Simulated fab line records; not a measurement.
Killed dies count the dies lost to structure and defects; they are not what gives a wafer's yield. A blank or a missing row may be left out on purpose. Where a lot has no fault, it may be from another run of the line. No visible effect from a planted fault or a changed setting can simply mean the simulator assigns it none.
Which tool was responsible? || flow sky130 || Sampling: 14 lots, 42 wafers, 5 of 708 route steps

WHAT THE GAUGES SHOWED, per wafer
SKY_LDD_LDN_TW_MEAS_13.
{"lot": "L994", "measured": "day 22 11:10", "on": "film_metro-01", "LDD_LDN_TW": "1471 1466 1469"}
{"lot": "L995", "measured": "day 23 03:52", "on": "film_metro-02", "LDD_LDN_TW": "1473 1474 1475"}
{"lot": "L996", "measured": "day 23 17:19", "on": "film_metro-03", "LDD_LDN_TW": "1465 1467 1471"}
{"lot": "L997", "measured": "day 23 21:09", "on": "film_metro-01", "LDD_LDN_TW": "1464 1455 1461"}
{"lot": "L998", "measured": "day 24 07:12", "on": "film_metro-02", "LDD_LDN_TW": "1470 1480 1476"}
{"lot": "L100", "measured": "day 25 11:23", "on": "film_metro-02", "LDD_LDN_TW": "1480 1490 1478"}
{"lot": "L101", "measured": "day 25 16:07", "on": "film_metro-03", "LDD_LDN_TW": "1458 1467 1460"}
{"lot": "L102", "measured": "day 25 18:46", "on": "film_metro-02", "LDD_LDN_TW": "1488 1488 1494"}
{"lot": "L103", "measured": "day 26 20:07", "on": "film_metro-02", "LDD_LDN_TW": "1478 1485 1481"}
{"lot": "L105", "measured": "day 27 03:55", "on": "film_metro-03", "LDD_LDN_TW": "1475 1470 1469"}
{"lot": "L107", "measured": "day 27 14:14", "on": "film_metro-03", "LDD_LDN_TW": "1476 1474 1466"}
{"lot": "L109", "measured": "day 28 04:23", "on": "film_metro-02", "LDD_LDN_TW": "1485 1479 1487"}
{"lot": "L116", "measured": "day 30 09:40", "on": "film_metro-02", "LDD_LDN_TW": "1358 1360 1361"}
{"lot": "L117", "measured": "day 30 18:40", "on": "film_metro-02", "LDD_LDN_TW": "1354 1352 1358"}

SKY_SD_N_RS_MEAS_16: the measuring method here is four-point-probe.
{"lot": "L994", "measured": "day 27 05:01", "on": "film_metro-04", "SD_N_RS (ohm/sq)": "68.54 68.59 68.73"}
{"lot": "L995", "measured": "day 27 22:28", "on": "film_metro-03", "SD_N_RS (ohm/sq)": "68.71 68.51 68.74"}
{"lot": "L996", "measured": "day 28 12:01", "on": "film_metro-01", "SD_N_RS (ohm/sq)": "68.66 68.53 68.30"}
{"lot": "L997", "measured": "day 28 14:25", "on": "film_metro-03", "SD_N_RS (ohm/sq)": "68.64 68.58 68.61"}
{"lot": "L998", "measured": "day 28 23:53", "on": "film_metro-04", "SD_N_RS (ohm/sq)": "68.40 68.54 68.54"}
{"lot": "L100", "measured": "day 30 05:42", "on": "film_metro-01", "SD_N_RS (ohm/sq)": "68.32 68.44 68.52"}
{"lot": "L101", "measured": "day 30 07:13", "on": "film_metro-01", "SD_N_RS (ohm/sq)": "68.41 68.53 68.41"}
{"lot": "L102", "measured": "day 30 11:07", "on": "film_metro-03", "SD_N_RS (ohm/sq)": "68.41 68.60 68.38"}
{"lot": "L103", "measured": "day 31 12:01", "on": "film_metro-04", "SD_N_RS (ohm/sq)": "68.59 68.59 68.57"}
{"lot": "L105", "measured": "day 31 20:25", "on": "film_metro-01", "SD_N_RS (ohm/sq)": "68.64 68.55 68.66"}
{"lot": "L107", "measured": "day 32 05:08", "on": "film_metro-01", "SD_N_RS (ohm/sq)": "68.58 68.48 68.68"}
{"lot": "L109", "measured": "day 32 19:34", "on": "film_metro-03", "SD_N_RS (ohm/sq)": "68.52 68.53 68.60"}

TOOL THAT RAN EACH LOT (tool first, then ch and the chambers of the sampled wafers, then the start)
{"lot": "L994", "SKY_VT_ADJUST_LVTN_STRIP_20": "plasma_asher-02 ch 0,1, day 7 10:16", "SKY_LDD_LDN_IMPLANT_10": "implanter-01 ch 0, day 22 10:46", "SKY_RES_XHIGH_STRIP_08": "plasma_asher-02 ch 0,1, day 26 01:35"}
{"lot": "L995", "SKY_VT_ADJUST_LVTN_STRIP_20": "plasma_asher-01 ch 0,1, day 7 18:10", "SKY_LDD_LDN_IMPLANT_10": "implanter-03 ch 0, day 23 03:28", "SKY_RES_XHIGH_STRIP_08": "plasma_asher-03 ch 0, day 26 18:40"}
{"lot": "L996", "SKY_VT_ADJUST_LVTN_STRIP_20": "plasma_asher-01 ch 0,1, day 8 01:37", "SKY_LDD_LDN_IMPLANT_10": "implanter-01 ch 0, day 23 16:55", "SKY_RES_XHIGH_STRIP_08": "plasma_asher-04 ch 0,1, day 27 08:16"}
{"lot": "L997", "SKY_VT_ADJUST_LVTN_STRIP_20": "plasma_asher-02 ch 0,1, day 8 10:25", "SKY_LDD_LDN_IMPLANT_10": "implanter-01 ch 0, day 23 20:47", "SKY_RES_XHIGH_STRIP_08": "plasma_asher-04 ch 0,1, day 27 10:24"}
{"lot": "L998", "SKY_VT_ADJUST_LVTN_STRIP_20": "plasma_asher-04 ch 0,1, day 8 17:32", "SKY_LDD_LDN_IMPLANT_10": "implanter-01 ch 0, day 24 06:50", "SKY_RES_XHIGH_STRIP_08": "plasma_asher-04 ch 0,1, day 27 19:58"}
{"lot": "L100", "SKY_VT_ADJUST_LVTN_STRIP_20": "plasma_asher-04 ch 0,1, day 9 13:13", "SKY_LDD_LDN_IMPLANT_10": "implanter-03 ch 0, day 25 11:01", "SKY_RES_XHIGH_STRIP_08": "plasma_asher-04 ch 0,1, day 29 01:12"}
{"lot": "L101", "SKY_VT_ADJUST_LVTN_STRIP_20": "plasma_asher-02 ch 0,1, day 9 18:07", "SKY_LDD_LDN_IMPLANT_10": "implanter-03 ch 0, day 25 15:43", "SKY_RES_XHIGH_STRIP_08": "plasma_asher-03 ch 0,1, day 29 03:46"}
{"lot": "L102", "SKY_VT_ADJUST_LVTN_STRIP_20": "plasma_asher-01 ch 0,1, day 9 21:46", "SKY_LDD_LDN_IMPLANT_10": "implanter-03 ch 0, day 25 18:22", "SKY_RES_XHIGH_STRIP_08": "plasma_asher-04 ch 0, day 29 07:04"}
{"lot": "L103", "SKY_VT_ADJUST_LVTN_STRIP_20": "plasma_asher-02 ch 0,1, day 10 19:31", "SKY_LDD_LDN_IMPLANT_10": "implanter-03 ch 0, day 26 19:43", "SKY_RES_XHIGH_STRIP_08": "plasma_asher-03 ch 0,1, day 30 08:05"}
{"lot": "L105", "SKY_VT_ADJUST_LVTN_STRIP_20": "plasma_asher-04 ch 0,1, day 11 01:10", "SKY_LDD_LDN_IMPLANT_10": "implanter-01 ch 0, day 27 03:31", "SKY_RES_XHIGH_STRIP_08": "plasma_asher-04 ch 0,1, day 30 16:10"}
{"lot": "L107", "SKY_VT_ADJUST_LVTN_STRIP_20": "plasma_asher-04 ch 0,1, day 11 14:08", "SKY_LDD_LDN_IMPLANT_10": "implanter-04 ch 0, day 27 13:53", "SKY_RES_XHIGH_STRIP_08": "plasma_asher-03 ch 0,1, day 31 01:13"}
{"lot": "L109", "SKY_VT_ADJUST_LVTN_STRIP_20": "plasma_asher-04 ch 0,1, day 11 22:22", "SKY_LDD_LDN_IMPLANT_10": "implanter-01 ch 0, day 28 03:58", "SKY_RES_XHIGH_STRIP_08": "plasma_asher-02 ch 0,1, day 31 16:19"}
{"lot": "L116", "SKY_VT_ADJUST_LVTN_STRIP_20": "plasma_asher-04 ch 0,1, day 14 02:58", "SKY_LDD_LDN_IMPLANT_10": "implanter-03, day 30 09:16", "SKY_RES_XHIGH_STRIP_08": "-"}
{"lot": "L117", "SKY_VT_ADJUST_LVTN_STRIP_20": "plasma_asher-01 ch 0,1, day 14 12:22", "SKY_LDD_LDN_IMPLANT_10": "implanter-01, day 30 18:16", "SKY_RES_XHIGH_STRIP_08": "-"}
- SKY_VT_ADJUST_LVTN_STRIP_20: strips in O2/N2.
- SKY_LDD_LDN_IMPLANT_10
- SKY_RES_XHIGH_STRIP_08: strips in O2/N2.

AS READ BY THE TOOLS THEMSELVES (means over the sampled wafers that have a number; for cases with no such wafer, the mark the record gives instead)
SKY_VT_ADJUST_LVTN_STRIP_20.
{"lot": "L994", "tool": "plasma_asher-02", "drypump_motor_current_A (A)": 6.0, "oes_product_au (a.u.)": 0.719, "strip_time_to_endpoint_s (s)": 14.13}
{"lot": "L995", "tool": "plasma_asher-01", "drypump_motor_current_A (A)": 5.4, "oes_product_au (a.u.)": 0.715, "strip_time_to_endpoint_s (s)": 14.19}
{"lot": "L996", "tool": "plasma_asher-01", "drypump_motor_current_A (A)": 5.3, "oes_product_au (a.u.)": 0.716, "strip_time_to_endpoint_s (s)": 14.17}
{"lot": "L997", "tool": "plasma_asher-02", "drypump_motor_current_A (A)": 6.0, "oes_product_au (a.u.)": 0.711, "strip_time_to_endpoint_s (s)": 14.16}
{"lot": "L998", "tool": "plasma_asher-04", "drypump_motor_current_A (A)": 6.3, "oes_product_au (a.u.)": 0.714, "strip_time_to_endpoint_s (s)": 14.08}
{"lot": "L100", "tool": "plasma_asher-04", "drypump_motor_current_A (A)": 6.3, "oes_product_au (a.u.)": 0.717, "strip_time_to_endpoint_s (s)": 14.13}
{"lot": "L101", "tool": "plasma_asher-02", "drypump_motor_current_A (A)": 6.1, "oes_product_au (a.u.)": 0.714, "strip_time_to_endpoint_s (s)": 14.21}
{"lot": "L102", "tool": "plasma_asher-01", "drypump_motor_current_A (A)": 5.3, "oes_product_au (a.u.)": 0.717, "strip_time_to_endpoint_s (s)": 14.16}
{"lot": "L103", "tool": "plasma_asher-02", "drypump_motor_current_A (A)": 6.2, "oes_product_au (a.u.)": 0.715, "strip_time_to_endpoint_s (s)": 14.19}
{"lot": "L105", "tool": "plasma_asher-04", "drypump_motor_current_A (A)": 6.3, "oes_product_au (a.u.)": 0.717, "strip_time_to_endpoint_s (s)": 14.23}
{"lot": "L107", "tool": "plasma_asher-04", "drypump_motor_current_A (A)": 6.3, "oes_product_au (a.u.)": 0.715, "strip_time_to_endpoint_s (s)": 14.19}
{"lot": "L109", "tool": "plasma_asher-04", "drypump_motor_current_A (A)": 5.8, "oes_product_au (a.u.)": 0.712, "strip_time_to_endpoint_s (s)": 14.18}
{"lot": "L116", "tool": "plasma_asher-04", "drypump_motor_current_A (A)": 6.3, "oes_product_au (a.u.)": 0.715, "strip_time_to_endpoint_s (s)": 14.18}
{"lot": "L117", "tool": "plasma_asher-01", "drypump_motor_current_A (A)": 5.4, "oes_product_au (a.u.)": 0.717, "strip_time_to_endpoint_s (s)": 14.23}

SKY_LDD_LDN_IMPLANT_10.
{"lot": "L994", "tool": "implanter-01", "beam_energy_keV": 14.995, "beam_on_s (s)": 10.05}
{"lot": "L995", "tool": "implanter-03", "beam_energy_keV": 14.999, "beam_on_s (s)": 9.93}
{"lot": "L996", "tool": "implanter-01", "beam_energy_keV": 15.008, "beam_on_s (s)": 10.06}
{"lot": "L997", "tool": "implanter-01", "beam_energy_keV": 14.999, "beam_on_s (s)": 10.04}
{"lot": "L998", "tool": "implanter-01", "beam_energy_keV": 15.001, "beam_on_s (s)": 10.01}
{"lot": "L100", "tool": "implanter-03", "beam_energy_keV": 14.999, "beam_on_s (s)": 10.09}
{"lot": "L101", "tool": "implanter-03", "beam_energy_keV": 14.998, "beam_on_s (s)": 9.88}
{"lot": "L102", "tool": "implanter-03", "beam_energy_keV": 14.996, "beam_on_s (s)": 9.76}
{"lot": "L103", "tool": "implanter-03", "beam_energy_keV": 15.000, "beam_on_s (s)": 9.92}
{"lot": "L105", "tool": "implanter-01", "beam_energy_keV": 15.002, "beam_on_s (s)": 9.88}
{"lot": "L107", "tool": "implanter-04", "beam_energy_keV": 15.004, "beam_on_s (s)": 10.03}
{"lot": "L109", "tool": "implanter-01", "beam_energy_keV": 14.997, "beam_on_s (s)": 10.05}
{"lot": "L116", "tool": "implanter-03", "beam_energy_keV": "-", "beam_on_s (s)": "-"}
{"lot": "L117", "tool": "implanter-01", "beam_energy_keV": "-", "beam_on_s (s)": "-"}

SKY_RES_XHIGH_STRIP_08.
{"lot": "L994", "tool": "plasma_asher-02", "drypump_motor_current_A (A)": 6.0, "oes_product_au (a.u.)": 0.710, "strip_time_to_endpoint_s (s)": 14.29}
{"lot": "L995", "tool": "plasma_asher-03", "drypump_motor_current_A (A)": 5.8, "oes_product_au (a.u.)": 0.712, "strip_time_to_endpoint_s (s)": 14.31}
{"lot": "L996", "tool": "plasma_asher-04", "drypump_motor_current_A (A)": 6.3, "oes_product_au (a.u.)": 0.705, "strip_time_to_endpoint_s (s)": 14.29}
{"lot": "L997", "tool": "plasma_asher-04", "drypump_motor_current_A (A)": 6.3, "oes_product_au (a.u.)": 0.713, "strip_time_to_endpoint_s (s)": 14.30}
{"lot": "L998", "tool": "plasma_asher-04", "drypump_motor_current_A (A)": 6.3, "oes_product_au (a.u.)": 0.715, "strip_time_to_endpoint_s (s)": 14.26}
{"lot": "L100", "tool": "plasma_asher-04", "drypump_motor_current_A (A)": 6.3, "oes_product_au (a.u.)": 0.707, "strip_time_to_endpoint_s (s)": 14.32}
{"lot": "L101", "tool": "plasma_asher-03", "drypump_motor_current_A (A)": 5.5, "oes_product_au (a.u.)": 0.708, "strip_time_to_endpoint_s (s)": 14.28}
{"lot": "L102", "tool": "plasma_asher-04", "drypump_motor_current_A (A)": 6.8, "oes_product_au (a.u.)": 0.712, "strip_time_to_endpoint_s (s)": 14.27}
{"lot": "L103", "tool": "plasma_asher-03", "drypump_motor_current_A (A)": 5.7, "oes_product_au (a.u.)": 0.709, "strip_time_to_endpoint_s (s)": 14.23}
{"lot": "L105", "tool": "plasma_asher-04", "drypump_motor_current_A (A)": 5.8, "oes_product_au (a.u.)": 0.711, "strip_time_to_endpoint_s (s)": 14.28}
{"lot": "L107", "tool": "plasma_asher-03", "drypump_motor_current_A (A)": 5.5, "oes_product_au (a.u.)": 0.708, "strip_time_to_endpoint_s (s)": 14.26}
{"lot": "L109", "tool": "plasma_asher-02", "drypump_motor_current_A (A)": 6.1, "oes_product_au (a.u.)": 0.707, "strip_time_to_endpoint_s (s)": 14.27}

THE ANSWER, worked out from the rows above alone
Rule: the usual values come from the lots themselves. Put in order of their means at a reading, lots are off if they are a third of the lots or fewer, leave a main group of 4 or more, and stand apart from it by a gap of 3 or more times the standard deviation of the main group's means; of several such gaps the widest counts. A main group is skipped when, at the precision printed for the reading in the tables above, its means are all equal. Also off: a lot with no number at a reading for which 4 or more lots have one. The other lots that the step has rows for count as sound. First the gauges in route order, then the tools' own readings, where a lot's mean is used as printed above. The first step at which some lot is off is used, and at that step the reading that is off furthest; a lot without a number counts as furthest.
Off: L116, L117, at SKY_LDD_LDN_TW_MEAS_13 (LDD_LDN_TW). The main group has a mean of 1474 with a standard deviation of 8.7.
A tool fits if, at a process step before that reading, it ran every lot that is off, and no sound lot after the first of them. The gauges at SKY_LDD_LDN_TW_MEAS_13 aren't tried: what is off there is off at SKY_LDD_LDN_IMPLANT_10 too, on other tools, and a gauge's error can't cause that. Of those tried, none fits.

WHAT HAD BEEN PUT IN BY THE SIMULATOR
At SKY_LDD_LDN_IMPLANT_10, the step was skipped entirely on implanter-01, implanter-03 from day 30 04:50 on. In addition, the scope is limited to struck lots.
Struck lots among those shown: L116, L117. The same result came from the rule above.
